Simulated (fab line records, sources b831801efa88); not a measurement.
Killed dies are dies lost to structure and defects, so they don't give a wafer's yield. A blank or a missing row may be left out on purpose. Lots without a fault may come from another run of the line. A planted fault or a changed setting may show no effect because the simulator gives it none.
Which tool did it? | flow sky130 | 12 lots, 34 wafers sampled, at 5 steps of a route of 708

WHAT THE GAUGES READ, wafer by wafer
SKY_VT_ADJUST_HVTR_CD_MEAS_07: target cd 380 nm. Usual: cd_nm 380.1 nm, standard deviation 2.4.
lot  | measured     | on        | cd_nm (nm)        | flag
L234 | day 10 15:42 | cd_sem-02 | 384.6 381.2 383.3 |
L235 | day 10 21:08 | cd_sem-02 | 372.3 376.8 377.4 |
L236 | day 11 07:43 | cd_sem-01 | 382.5 381.3 383.0 |
L237 | day 11 13:54 | cd_sem-01 | 377.7 379.6 378.1 |
L238 | day 11 20:47 | cd_sem-02 | 381.3 380.3 382.1 |
L239 | day 12 06:52 | cd_sem-02 | 380.0 379.8 380.0 |
L242 | day 13 09:27 | cd_sem-01 | 377.0 379.1 377.2 |
L247 | day 15 01:13 | cd_sem-02 | 383.1 384.2       |
L248 | day 15 07:09 | cd_sem-02 | 377.8 379.7       |
L251 | day 15 23:30 | cd_sem-01 | 377.0 377.0 377.8 |
L252 | day 16 10:01 | cd_sem-02 | 376.3 381.0 377.7 |
L253 | day 16 15:55 | cd_sem-02 | 376.8 380.2 379.9 |

SKY_CONTACT_CD_MEAS_14: target cd 170 nm. Usual: cd_nm 170.1 nm, standard deviation 1.5.
lot  | measured     | on        | cd_nm (nm)        | flag
L234 | day 33 22:49 | cd_sem-02 | 167.4 168.4 169.5 |
L235 | day 34 09:00 | cd_sem-01 | 167.6 168.0 167.8 |
L236 | day 34 14:36 | cd_sem-01 | 171.7 170.9 172.7 |
L237 | day 34 22:55 | cd_sem-01 | 172.6 171.7 172.9 |
L238 | day 35 07:07 | cd_sem-02 | 172.7 173.4 172.9 |
L239 | day 36 00:54 | cd_sem-01 | 170.4 173.2 170.7 |
L242 | day 37 00:14 | cd_sem-01 | 169.2 168.8 168.8 |
L247 | day 38 10:29 | cd_sem-01 | 152.4 151.1       | OFF
L248 | day 38 19:59 | cd_sem-01 | 168.7 152.0       | OFF
L251 | day 39 06:36 | cd_sem-01 | 172.2 171.8 170.9 |
L252 | day 39 13:25 | cd_sem-01 | 169.9 169.0 168.5 |
L253 | day 39 15:39 | cd_sem-01 | 169.4 167.7 171.0 |

WHICH TOOL RAN EACH LOT (tool, then ch and the chambers of the sampled wafers, then the start)
lot  | SKY_POLY_GATE_ETCH_15              | SKY_LOCAL_INTERCONNECT_STRIP_15      | SKY_CONTACT_EXPOSE_11
L234 | rie_diel-02 ch 0,1, day 18 04:21   | plasma_asher-01 ch 0,1, day 32 16:53 | krf_scanner-01 ch 0, day 33 09:42
L235 | rie_diel-02 ch 2,3, day 18 10:19   | plasma_asher-01 ch 0,1, day 33 03:21 | krf_scanner-01 ch 0, day 33 19:02
L236 | rie_diel-02 ch 2,3, day 18 21:34   | plasma_asher-04 ch 0,1, day 33 10:25 | krf_scanner-02 ch 0, day 34 01:11
L237 | rie_diel-04 ch 0,1,2, day 19 07:10 | plasma_asher-01 ch 0,1, day 33 18:44 | krf_scanner-01 ch 0, day 34 10:28
L238 | rie_diel-02 ch 0,2,3, day 19 14:46 | plasma_asher-01 ch 0,1, day 34 03:20 | krf_scanner-01 ch 0, day 34 18:07
L239 | rie_diel-04 ch 0,1,2, day 20 10:12 | plasma_asher-04 ch 0,1, day 34 21:09 | krf_scanner-01 ch 0, day 35 11:45
L242 | rie_diel-04 ch 1,2,3, day 21 15:00 | plasma_asher-01 ch 0,1, day 35 20:31 | krf_scanner-01 ch 0, day 36 11:08
L247 | rie_diel-04 ch 1,2, day 23 08:19   | plasma_asher-04 ch 0,1, day 37 07:12 | krf_scanner-01 ch 0, day 37 21:50
L248 | rie_diel-02 ch 0,2, day 23 19:09   | plasma_asher-01 ch 0, day 37 16:55   | krf_scanner-01 ch 0, day 38 07:26
L251 | rie_diel-01 ch 1,3, day 24 09:28   | plasma_asher-02 ch 1, day 38 03:56   | krf_scanner-02 ch 0, day 38 18:18
L252 | rie_diel-01 ch 0,1,3, day 24 18:31 | plasma_asher-02 ch 0,1, day 38 10:16 | krf_scanner-02 ch 0, day 39 00:31
L253 | rie_diel-04 ch 1,2,3, day 24 20:39 | plasma_asher-01 ch 0,1, day 38 12:28 | krf_scanner-02 ch 0, day 39 03:00
- SKY_POLY_GATE_ETCH_15: etches BARC in N2/H2, stops on SiO2, time 118.5 s, target depth 110 nm.
- SKY_LOCAL_INTERCONNECT_STRIP_15: strips in O2/N2.
- SKY_CONTACT_EXPOSE_11: exposes mask CTM1, target cd 170 nm.

WHAT THE TOOLS THEMSELVES READ (means of the sampled wafers that have a number; where no wafer has one, the mark that the record gives instead)
SKY_POLY_GATE_ETCH_15. Usual: bias_w 99.96 W, standard deviation 0.29; drypump_motor_current_A 6.0 A, standard deviation 0.53; oes_product_au 0.716 a.u., standard deviation 0.0046; throttle_valve_pct 13.212 %, standard deviation 0.0086.
lot  | tool        | bias_w (W) | drypump_motor_current_A (A) | oes_product_au (a.u.) | throttle_valve_pct (%) | flag
L234 | rie_diel-02 | 100.10     | 5.6                         | 0.716                 | 13.214                 |
L235 | rie_diel-02 | 99.97      | 5.7                         | 0.717                 | 13.223                 |
L236 | rie_diel-02 | 99.66      | 5.7                         | 0.717                 | 13.202                 |
L237 | rie_diel-04 | 99.92      | 6.6                         | 0.714                 | 13.216                 |
L238 | rie_diel-02 | 100.09     | 5.7                         | 0.718                 | 13.209                 |
L239 | rie_diel-04 | 100.18     | 6.6                         | 0.715                 | 13.202                 |
L242 | rie_diel-04 | 100.13     | 6.0                         | 0.717                 | 13.211                 |
L247 | rie_diel-04 | 100.44     | 6.5                         | 0.720                 | 13.212                 |
L248 | rie_diel-02 | 100.29     | 5.8                         | 0.722                 | 13.217                 |
L251 | rie_diel-01 | 100.03     | 5.9                         | 0.723                 | 13.209                 |
L252 | rie_diel-01 | 99.71      | 6.0                         | 0.717                 | 13.212                 |
L253 | rie_diel-04 | 100.06     | 6.0                         | 0.715                 | 13.216                 |

SKY_LOCAL_INTERCONNECT_STRIP_15. Usual: drypump_motor_current_A 5.8 A, standard deviation 0.53; o2_flow_sccm 3000 sccm, standard deviation 8.6; oes_product_au 0.427 a.u., standard deviation 0.0046; strip_time_to_endpoint_s 4.719 s, standard deviation 0.022.
lot  | tool            | drypump_motor_current_A (A) | o2_flow_sccm (sccm) | oes_product_au (a.u.) | strip_time_to_endpoint_s (s) | flag
L234 | plasma_asher-01 | 5.7                         | 3005                | 0.425                 | 4.711                        |
L235 | plasma_asher-01 | 5.9                         | 3007                | 0.428                 | 4.709                        |
L236 | plasma_asher-04 | 6.1                         | 3004                | 0.432                 | 4.716                        |
L237 | plasma_asher-01 | 5.7                         | 2997                | 0.425                 | 4.685                        |
L238 | plasma_asher-01 | 5.7                         | 3004                | 0.426                 | 4.727                        |
L239 | plasma_asher-04 | 6.1                         | 2995                | 0.425                 | 4.699                        |
L242 | plasma_asher-01 | 5.9                         | 2996                | 0.431                 | 4.740                        |
L247 | plasma_asher-04 | 6.2                         | 2996                | 0.430                 | 4.738                        |
L248 | plasma_asher-01 | 5.4                         | 2996                | 0.430                 | 4.722                        |
L251 | plasma_asher-02 | 4.7                         | 3007                | 0.425                 | 4.747                        |
L252 | plasma_asher-02 | 5.7                         | 3003                | 0.429                 | 4.744                        |
L253 | plasma_asher-01 | 5.9                         | 2998                | 0.432                 | 4.720                        |

SKY_CONTACT_EXPOSE_11. Usual: exposure_dose_mJ_cm2 37.97, standard deviation 0.04.
lot  | tool           | exposure_dose_mJ_cm2 | flag
L234 | krf_scanner-01 | 37.96                |
L235 | krf_scanner-01 | 38.01                |
L236 | krf_scanner-02 | 37.92                |
L237 | krf_scanner-01 | 37.97                |
L238 | krf_scanner-01 | 37.98                |
L239 | krf_scanner-01 | 37.95                |
L242 | krf_scanner-01 | 38.05                |
L247 | krf_scanner-01 | 37.95                |
L248 | krf_scanner-01 | 37.94                |
L251 | krf_scanner-02 | 37.96                |
L252 | krf_scanner-02 | 37.95                |
L253 | krf_scanner-02 | 37.98                |

THE ANSWER, worked out from the rows above alone
Rule: a lot is off if the mean of its wafers that have a number lies more than 3 standard deviations from the usual mean. A lot without any number at a reading at which 4 lots or more have one is off too. The other lots that the step has rows for count as sound. The gauges are gone through in route order, then the tools' own readings, and for those a lot's mean is taken as printed above. The first step at which some lot is off is used, and at that step the reading that is off furthest; a lot without a number counts as furthest.
Off: L247, L248, at SKY_CONTACT_CD_MEAS_14 (cd_nm).
A tool fits if, at a process step before that reading, it ran every lot that is off, and no sound lot after the first of them. The gauges at SKY_CONTACT_CD_MEAS_14 are tried like those tools. One fits: krf_scanner-01 at SKY_CONTACT_EXPOSE_11. Its last sound lot is L242 (day 36 11:08), its first lot that is off L247 (day 37 21:50): a fault that began between those two fits.

WHAT THE SIMULATOR HAD PUT IN
Process parameter drift: krf_scanner-01, from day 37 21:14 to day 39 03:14, at SKY_CONTACT_EXPOSE_11. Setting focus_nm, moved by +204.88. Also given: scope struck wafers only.
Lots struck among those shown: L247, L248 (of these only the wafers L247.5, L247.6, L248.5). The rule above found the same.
